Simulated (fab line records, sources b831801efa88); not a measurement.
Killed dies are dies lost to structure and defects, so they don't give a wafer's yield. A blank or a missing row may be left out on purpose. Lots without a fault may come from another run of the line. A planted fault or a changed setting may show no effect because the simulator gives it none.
fab line records | flow sky130
record lots=6 wafers=18 last_day=50
route steps=708 shown LDD_HVN@275 LDD_HVP@278 LDD_LDN@289
lots that met no fault: from a run of the same line without faults
start_h: hours from the record's first day to the start of the lot's first wafer shown | wait_h: hours since the lot's step before | " the same as in the row above | L1.1+2: a row that stands for several wafers | - no value, or no start given | * or withheld: withheld | < > ~ a bound
route shown NAME@n: a module of which the file shows steps, and the number in the route of the first | usual: mean/standard deviation of fault-free wafers | same: alike in all rows | chamber/n: place in a boat | sites: the reading at each site | _std_site: their standard deviation | _edge_site: outer sites' mean less inner sites' | radius_mm: how far each site lies from the wafer's centre | mask NAME#n: copy n | behind: the tool/chamber that last shaped the wafer | hold: why the lot was held/for how many hours/how that ended | device: the transistor (n, p or np) that didn't switch | end of line: the same wafers' tests at the end of the route | a step without rows: its recipe alone | killed: dies lost to structure and defects at the first sort, not the wafer's yield | map: a wafer's dies, x killed, . not, _ none there
set.NAME: the setting as run; set.NAME@STEP: as run at that earlier step | model.NAME: the simulator's own value behind a step, which no gauge read
lots at some steps of the route; a table a step, a row a wafer
services: from which hour (start_h, from the record's first day; less than 0 if before it) a tool's chamber was out of use, for how many hours, and why
## steps
# step SKY_LDD_HVN_IMPLANT_08
# recipe species=P energy_kev=60 dose_cm2=3e+13 tilt_deg=40
# step SKY_LDD_HVN_STRIP_09
# recipe chemistry=O2/N2 power_w=1400 pressure_mtorr=1500 platen_temp_c=withheld o2_flow_sccm=3000 n2_flow_sccm=300 overash_fraction=0.5
# usual chamber_pressure_mTorr=1500.1/1.4 drypump_motor_current_A=5.6/0.59 oes_product_au=0.409/0.0046 strip_time_to_endpoint_s=4.135/0.016
# columns lot.wafer tool chamber start_h wait_h chamber_pressure_mTorr drypump_motor_current_A oes_product_au rf_hours_counter_h strip_time_to_endpoint_s
L163.1 plasma_asher-01 0 479.02 0.1 1502.2 4.9 0.407 81 4.129
L163.2 " 1 " " 1500.8 5.7 0.403 81 4.149
L163.3 " 0 " " 1501.5 4.9 0.411 - 4.174
L164.2 plasma_asher-01 1 498.76 0.1 1499.8 5.6 0.409 83 4.110
L164.3 " 1 " " 1501.4 5.7 0.410 - 4.113
L164.5 " 0 " " 1498.5 4.9 0.408 - 4.115
L169.2 plasma_asher-04 0 560.81 0.1 1499.8 5.6 0.401 70 4.128
L169.3 " 0 " " 1501.7 5.6 0.398 - 4.132
L169.4 " 1 " " 1497.8 5.2 0.406 - 4.122
L175.1 plasma_asher-01 0 602.22 0.1 1500.9 4.9 0.407 93 4.121
L175.3 " 1 " " 1496.9 5.6 0.416 - 4.116
L175.4 " 0 " " 1497.2 4.9 0.404 - 4.112
L181.2 plasma_asher-01 0 647.86 0.1 1499.8 4.9 0.406 98 4.132
L181.4 " 0 " " 1500.9 4.9 0.406 - 4.123
L181.5 " 1 " " 1502.5 5.7 0.414 - 4.136
L182.2 plasma_asher-02 1 653.55 0.1 1498.5 5.3 0.408 19 4.138
L182.4 " 1 " " 1499.5 5.3 0.409 - 4.140
L182.6 " 0 " " 1500.5 6.7 0.413 - 4.131
# step SKY_LDD_HVN_TW_MEAS_10
# usual LDD_HVN_TW=1437/16
# columns lot.wafer tool chamber start_h wait_h LDD_HVN_TW
L163.1 film_metro-04 - 479.12 0.1 1456
L163.2 " - " " 1449
L163.3 " - " " 1454
L164.2 film_metro-03 - 498.87 0.1 1421
L164.3 " - " " 1415
L164.5 " - " " 1420
L169.2 film_metro-03 - 560.92 0.1 1414
L169.3 " - " " 1425
L169.4 " - " " 1422
L175.1 film_metro-03 - 602.32 0.1 1416
L175.3 " - " " 1413
L175.4 " - " " 1420
L181.2 film_metro-04 - 647.97 0.1 1458
L181.4 " - " " 1466
L181.5 " - " " 1449
L182.2 film_metro-01 - 653.66 0.1 1441
L182.4 " - " " 1439
L182.6 " - " " 1442
# step SKY_LDD_HVP_DEHYDRATE_00
# recipe temp_c=200 time_s=60
# step SKY_LDD_HVP_HMDS_01
# recipe prime_time_s=60 prime_temp_c=120
# step SKY_LDD_HVP_COAT_02
# recipe resist=NOVOLAK spin_rpm=3000 resist_thk_nm=300
# step SKY_LDD_HVP_SOFTBAKE_03
# recipe temp_c=90 time_s=60 resist=NOVOLAK
# step SKY_LDD_HVP_EXPOSE_04
# recipe mask_id=HVPTM na=0.6 source_shape=conventional sigma_outer=0.6 polarization=unpolarized target_cd_nm=700 dose_mj=86
# step SKY_LDD_HVP_PEB_05
# recipe temp_c=withheld time_s=* resist=NOVOLAK
# step SKY_LDD_HVP_DEVELOP_06
# recipe resist=NOVOLAK developer=TMAH develop_time_s=60 dev_temp_c=23
# step SKY_LDD_HVP_OVL_MEAS_07
# usual LDD_HVP_OVL=0.1/1.5
# columns lot.wafer tool chamber start_h wait_h LDD_HVP_OVL[nm]
L163.1 overlay-02 - 508.72 0.1 -0.5
L163.2 " - " " -0.1
L163.3 " - " " 1.3
L164.2 overlay-01 - 529.42 0.1 -0.6
L164.3 " - " " -0.6
L164.5 " - " " -1.1
L169.2 overlay-02 - 590.32 0.1 1.5
L169.3 " - " " 0.5
L169.4 " - " " -0.9
L175.1 overlay-02 - 631.17 0.1 1.8
L175.3 " - " " 1.6
L175.4 " - " " 2.6
L181.2 overlay-01 - 676.17 0.1 1.3
L181.4 " - " " 0.9
L181.5 " - " " 0.5
L182.2 overlay-02 - 681.22 0.1 2.9
L182.4 " - " " 3.0
L182.6 " - " " 1.7
# step SKY_LDD_HVP_IMPLANT_08
# recipe species=B energy_kev=20 dose_cm2=1.7e+13 tilt_deg=17.9
# step SKY_LDD_HVP_STRIP_09
# recipe chemistry=O2/N2 power_w=1400 pressure_mtorr=1500 platen_temp_c=withheld o2_flow_sccm=3000 n2_flow_sccm=300 overash_fraction=0.5
# usual chamber_pressure_mTorr=1499.8/1.4 drypump_motor_current_A=5.5/0.58 oes_product_au=0.408/0.0044 strip_time_to_endpoint_s=4.139/0.013
# columns lot.wafer tool chamber start_h wait_h chamber_pressure_mTorr drypump_motor_current_A oes_product_au rf_hours_counter_h strip_time_to_endpoint_s model.NOVOLAK_of_LDD_HVP_COAT_02.thk_nm
L163.1 plasma_asher-02 0 508.90 0.1 1501.8 6.8 0.418 8 4.160 0
L163.2 " 1 " " 1500.0 5.3 0.413 8 4.137 0
L163.3 " 0 " " 1502.8 6.8 0.407 - 4.162 0
L164.2 plasma_asher-01 1 529.60 0.1 1498.5 5.7 0.411 86 4.149 0
L164.3 " 1 " " 1500.3 5.6 0.410 - 4.138 0
L164.5 " 0 " " 1501.2 4.9 0.407 - 4.157 0
L169.2 plasma_asher-01 0 590.50 0.1 1499.8 4.9 0.405 91 4.127 0
L169.3 " 0 " " 1499.9 4.9 0.404 - 4.136 0
L169.4 " 1 " " 1501.3 5.6 0.408 - 4.140 0
L175.1 plasma_asher-03 0 631.35 0.1 1501.0 5.1 0.413 53 4.131 0
L175.3 " 1 " " 1500.3 5.9 0.410 - 4.127 0
L175.4 " 0 " " 1502.8 5.0 0.416 - 4.139 0
L181.2 plasma_asher-01 1 676.35 0.1 - - - - - 299.1
L181.4 " 1 " " - - - - - 298.4
L181.5 " 0 " " - - - - - 299.4
L182.2 plasma_asher-02 0 681.40 0.1 - - - - - 300.3
L182.4 " 1 " " - - - - - 299.5
L182.6 " 1 " " - - - - - 300.1
# step SKY_LDD_HVP_TW_MEAS_10
# usual LDD_HVP_TW=451/4.7
# columns lot.wafer tool chamber start_h wait_h LDD_HVP_TW
L163.1 film_metro-03 - 509.00 0.1 452
L163.2 " - " " 452
L163.3 " - " " 455
L164.2 film_metro-02 - 529.71 0.1 442
L164.3 " - " " 442
L164.5 " - " " 443
L169.2 film_metro-02 - 590.61 0.1 444
L169.3 " - " " 445
L169.4 " - " " 442
L175.1 film_metro-03 - 631.45 0.1 452
L175.3 " - " " 450
L175.4 " - " " 450
L181.2 film_metro-01 - 676.46 0.1 456
L181.4 " - " " 457
L181.5 " - " " 459
L182.2 film_metro-03 - 681.51 0.1 451
L182.4 " - " " 453
L182.6 " - " " 453
# step SKY_LDD_LDN_DEHYDRATE_00
# recipe temp_c=200 time_s=60
# step SKY_LDD_LDN_HMDS_01
# recipe prime_time_s=60 prime_temp_c=120
# step SKY_LDD_LDN_COAT_02
# recipe resist=NOVOLAK spin_rpm=3000 resist_thk_nm=1140
# step SKY_LDD_LDN_SOFTBAKE_03
# recipe temp_c=90 time_s=60 resist=NOVOLAK
# step SKY_LDD_LDN_EXPOSE_04
# recipe mask_id=LDNTM na=0.6 source_shape=conventional sigma_outer=0.6 polarization=unpolarized target_cd_nm=700 dose_mj=140
# step SKY_LDD_LDN_PEB_05
# recipe temp_c=withheld time_s=* resist=NOVOLAK
# step SKY_LDD_LDN_DEVELOP_06
# recipe resist=NOVOLAK developer=TMAH develop_time_s=60 dev_temp_c=23
# step SKY_LDD_LDN_OVL_MEAS_07
# usual LDD_LDN_OVL=-0.1/1.4
# columns lot.wafer tool chamber start_h wait_h LDD_LDN_OVL[nm]
L163.1 overlay-02 - 538.92 0.1 0.5
L163.2 " - " " -1.9
L163.3 " - " " 0.5
L164.2 overlay-01 - 559.73 0.1 -0.1
L164.3 " - " " 3.4
L164.5 " - " " 1.0
L169.2 overlay-01 - 618.92 0.1 -0.9
L169.3 " - " " -0.7
L169.4 " - " " -2.0
L175.1 overlay-02 - 659.52 0.1 0.7
L175.3 " - " " 0.9
L175.4 " - " " 1.0
L181.2 overlay-01 - 706.76 3.3 0.4
L181.4 " - " " 2.2
L181.5 " - " " 2.6
L182.2 overlay-02 - 707.06 1.3 -1.5
L182.4 " - " " -0.2
L182.6 " - " " -0.4
# step SKY_LDD_LDN_IMPLANT_08
# recipe species=As energy_kev=15 dose_cm2=1.25e+13 tilt_deg=withheld rotation_deg=23
# step SKY_LDD_LDN_IMPLANT_09
# recipe species=As energy_kev=15 dose_cm2=1.25e+13 tilt_deg=withheld rotation_deg=113
# step SKY_LDD_LDN_IMPLANT_10
# recipe species=As energy_kev=15 dose_cm2=1.233e+13 tilt_deg=withheld rotation_deg=203
# step SKY_LDD_LDN_IMPLANT_11
# recipe species=As energy_kev=15 dose_cm2=1.25e+13 tilt_deg=withheld rotation_deg=293
# step SKY_LDD_LDN_STRIP_12
# recipe chemistry=O2/N2 power_w=1400 pressure_mtorr=1500 platen_temp_c=withheld o2_flow_sccm=3000 n2_flow_sccm=300 overash_fraction=0.5
# usual chamber_pressure_mTorr=1500.0/1.4 drypump_motor_current_A=5.6/0.56 oes_product_au=0.716/0.0046 strip_time_to_endpoint_s=14.18/0.045
# columns lot.wafer tool chamber start_h wait_h chamber_pressure_mTorr drypump_motor_current_A oes_product_au rf_hours_counter_h strip_time_to_endpoint_s
L163.1 plasma_asher-02 0 539.55 0.1 1501.7 6.8 0.717 10 14.22
L163.2 " 1 " " 1499.4 5.3 0.715 10 14.22
L163.3 " 0 " " 1501.7 6.8 0.720 - 14.23
L164.2 plasma_asher-02 0 560.36 0.1 1495.7 6.7 0.720 12 14.13
L164.3 " 0 " " 1501.4 6.8 0.710 - 14.12
L164.5 " 0 " " 1498.7 6.8 0.711 - 14.14
L169.2 plasma_asher-03 0 619.55 0.1 1498.6 5.0 0.711 52 14.20
L169.3 " 1 " " 1498.5 5.9 0.708 - 14.14
L169.4 " 0 " " 1499.8 5.0 0.713 - 14.11
L175.1 plasma_asher-03 0 660.16 0.1 1499.9 5.0 0.714 56 14.16
L175.3 " 0 " " 1500.1 5.0 0.711 - 14.12
L175.4 " 1 " " 1496.6 6.0 0.725 - 14.13
L181.2 plasma_asher-02 0 708.64 0.1 1500.0 6.8 0.713 24 18.70
L181.4 " 1 " " 1501.4 5.3 0.717 - 18.72
L181.5 " 1 " " 1502.5 5.3 0.718 - 18.71
L182.2 plasma_asher-04 1 709.24 0.1 1498.5 5.2 0.717 87 18.81
L182.4 " 1 " " 1499.9 5.2 0.717 - 18.72
L182.6 " 0 " " 1499.2 5.6 0.705 - 18.68
# step SKY_LDD_LDN_TW_MEAS_13
# usual LDD_LDN_TW=1469/25
# columns lot.wafer tool chamber start_h wait_h LDD_LDN_TW
L163.1 film_metro-02 - 539.65 0.1 1436
L163.2 " - " " 1430
L163.3 " - " " 1435
L164.2 film_metro-02 - 560.47 0.1 1453
L164.3 " - " " 1451
L164.5 " - " " 1451
L169.2 film_metro-04 - 619.66 0.1 1492
L169.3 " - " " 1495
L169.4 " - " " 1493
L175.1 film_metro-04 - 660.26 0.1 1500
L175.3 " - " " 1496
L175.4 " - " " 1494
L181.2 film_metro-01 - 708.75 0.1 30
L181.4 " - " " 30
L181.5 " - " " 30
L182.2 film_metro-04 - 709.40 0.1 30
L182.4 " - " " 30
L182.6 " - " " 30
# step SKY_LDD_LDN_CLEAN_14
# recipe chemistry=SC1/SC2 mix=1:4:20 temp_c=70 time_s=150 dry=n2_spin
## services
# columns tool chamber start_h hours kind
plasma_asher-03 - 470.61 2.8 pm
plasma_asher-04 - 503.49 2.8 pm
plasma_asher-02 - 523.77 1.7 repair
plasma_asher-01 - 556.40 12.4 pm
plasma_asher-02 - 581.61 2.8 pm
plasma_asher-02 - 592.81 21.6 repair
plasma_asher-02 - 636.50 14.6 pm
plasma_asher-01 - 656.32 3.0 repair
## key
first_sign step=SKY_LDD_HVP_STRIP_09 reading=tool_record direction=missing
effect step=SKY_LDD_LDN_STRIP_12 reading=strip_time_to_endpoint_s direction=up sigmas=99+ usual=* struck=*
effect step=SKY_LDD_LDN_TW_MEAS_13 reading=LDD_LDN_TW direction=down sigmas=57 usual=1469 struck=30
model_effect step=SKY_LDD_HVP_STRIP_09 value=NOVOLAK_of_LDD_HVP_COAT_02.thk_nm without=0 struck=299.5
met_at SKY_LDD_HVP_STRIP_09
struck_wafers L181.2,L181.4,L181.5,L182.2,L182.4,L182.6
sort_left_out L181.2,L181.4,L181.5,L182.2,L182.4,L182.6
tester_left_out L181,L182
onset_between 590.50 676.35
fault kind=skipped_step_whole tool=plasma_asher-01,plasma_asher-02 chamber=- onset_h=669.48 steps=SKY_LDD_HVP_STRIP_09 scope=struck_lots_only
# tester_left_out: of these lots the tester's yield and bins aren't shown, on N5 and GAA mostly nor the transistor test; their killed dies are dies lost to structure and defects alone, not to doping, threshold or leakage, so they don't give the yield
# sort_left_out: the simulated sort isn't trusted on such a fault, so these wafers' sort isn't shown, and their yield isn't known
